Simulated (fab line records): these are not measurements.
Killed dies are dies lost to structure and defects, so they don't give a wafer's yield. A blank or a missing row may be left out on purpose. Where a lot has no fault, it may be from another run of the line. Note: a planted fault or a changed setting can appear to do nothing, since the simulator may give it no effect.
Matching of chambers :: flow sky130 :: 4 sister chambers for SKY_LI_CONTACT_ETCH_14 on rie_diel-03
The step etches BARC in N2/H2, stops on SiO2, time 45.9 s, target depth 60 nm. 14 wafers are shown with their chamber, then 7 later ones without.

## WAFERS, EACH WITH ITS CHAMBER
wafer: L330.2
chamber: 1
drypump_motor_current_A (A): 5.6
oes_product_au (a.u.): 0.860
throttle_valve_pct (%): 13.220

wafer: L330.3
chamber: 2
drypump_motor_current_A (A): 5.7
oes_product_au (a.u.): 0.856
throttle_valve_pct (%): 13.220

wafer: L330.4
chamber: 3
drypump_motor_current_A (A): 5.0
oes_product_au (a.u.): 0.853
throttle_valve_pct (%): 13.238

wafer: L337.2
chamber: 3
drypump_motor_current_A (A): 5.0
oes_product_au (a.u.): 0.856
throttle_valve_pct (%): 13.224

wafer: L337.4
chamber: 2
drypump_motor_current_A (A): 5.7
oes_product_au (a.u.): 0.854
throttle_valve_pct (%): 13.218

wafer: L337.5
chamber: 1
drypump_motor_current_A (A): 5.5
oes_product_au (a.u.): 0.858
throttle_valve_pct (%): 13.234

wafer: L338.1
chamber: 2
drypump_motor_current_A (A): 5.7
oes_product_au (a.u.): 0.854
throttle_valve_pct (%): 13.222

wafer: L338.2
chamber: 0
drypump_motor_current_A (A): 5.1
oes_product_au (a.u.): 0.860
throttle_valve_pct (%): 13.213

wafer: L338.6
chamber: 0
drypump_motor_current_A (A): 5.1
oes_product_au (a.u.): 0.846
throttle_valve_pct (%): 13.237

wafer: L340.1
chamber: 0
drypump_motor_current_A (A): 5.0
oes_product_au (a.u.): 0.847
throttle_valve_pct (%): 13.215

wafer: L340.3
chamber: 3
drypump_motor_current_A (A): 5.0
oes_product_au (a.u.): 0.857
throttle_valve_pct (%): 13.202

wafer: L340.6
chamber: 2
drypump_motor_current_A (A): 5.7
oes_product_au (a.u.): 0.858
throttle_valve_pct (%): 13.217

wafer: L342.1
chamber: 3
drypump_motor_current_A (A): 5.0
oes_product_au (a.u.): 0.853
throttle_valve_pct (%): 13.225

wafer: L342.2
chamber: 1
drypump_motor_current_A (A): 5.6
oes_product_au (a.u.): 0.847
throttle_valve_pct (%): 13.227

SIGNATURES, as means of the wafers listed above
reading: drypump_motor_current_A
chamber 0: 5.067
chamber 1: 5.567
chamber 2: 5.700
chamber 3: 5.000
scatter within a chamber: 0.0365

reading: oes_product_au
chamber 0: 0.85100
chamber 1: 0.85500
chamber 2: 0.85550
chamber 3: 0.85475
scatter within a chamber: 0.00494

reading: throttle_valve_pct
chamber 0: 13.22167
chamber 1: 13.22700
chamber 2: 13.21925
chamber 3: 13.22225
scatter within a chamber: 0.0107
Rule: distance of a wafer from a chamber = root of the sum over the readings of ((wafer's reading minus chamber's mean) / reading's scatter) squared. The wafer belongs to the nearest chamber; if the next one is less than 2 further off, it can't be placed. The scatter: the root of (the sum of the squares of (reading less its chamber's mean) over the shown wafers, divided by (wafers less chambers)).

## WAFERS MISSING THEIR CHAMBER
wafer: L342.6
drypump_motor_current_A (A): 5.1
oes_product_au (a.u.): 0.852
throttle_valve_pct (%): 13.207

wafer: L343.1
drypump_motor_current_A (A): 5.1
oes_product_au (a.u.): 0.857
throttle_valve_pct (%): 13.215

wafer: L343.4
drypump_motor_current_A (A): 5.5
oes_product_au (a.u.): 0.854
throttle_valve_pct (%): 13.229

wafer: L343.5
drypump_motor_current_A (A): 5.0
oes_product_au (a.u.): 0.852
throttle_valve_pct (%): 13.226

wafer: L346.1
drypump_motor_current_A (A): 5.6
oes_product_au (a.u.): 0.854
throttle_valve_pct (%): 13.232

wafer: L346.2
drypump_motor_current_A (A): 5.1
oes_product_au (a.u.): 0.855
throttle_valve_pct (%): 13.212

wafer: L346.6
drypump_motor_current_A (A): 5.5
oes_product_au (a.u.): 0.859
throttle_valve_pct (%): 13.226

## THE CHAMBER EACH PASSED THROUGH
wafer: L342.6
from the rows above: can't be placed: 0 or 3
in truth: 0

wafer: L343.1
from the rows above: can't be placed: 0 or 3
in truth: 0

wafer: L343.4
from the rows above: 1
in truth: 1

wafer: L343.5
from the rows above: can't be placed: 3 or 0
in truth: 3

wafer: L346.1
from the rows above: can't be placed: 1 or 2
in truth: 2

wafer: L346.2
from the rows above: can't be placed: 0 or 3
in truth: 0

wafer: L346.6
from the rows above: 1
in truth: 1
2 of 7 placed correctly. From these rows, 5 cannot be placed; in 5 the true chamber is one of the candidates. 0 placed wrongly.
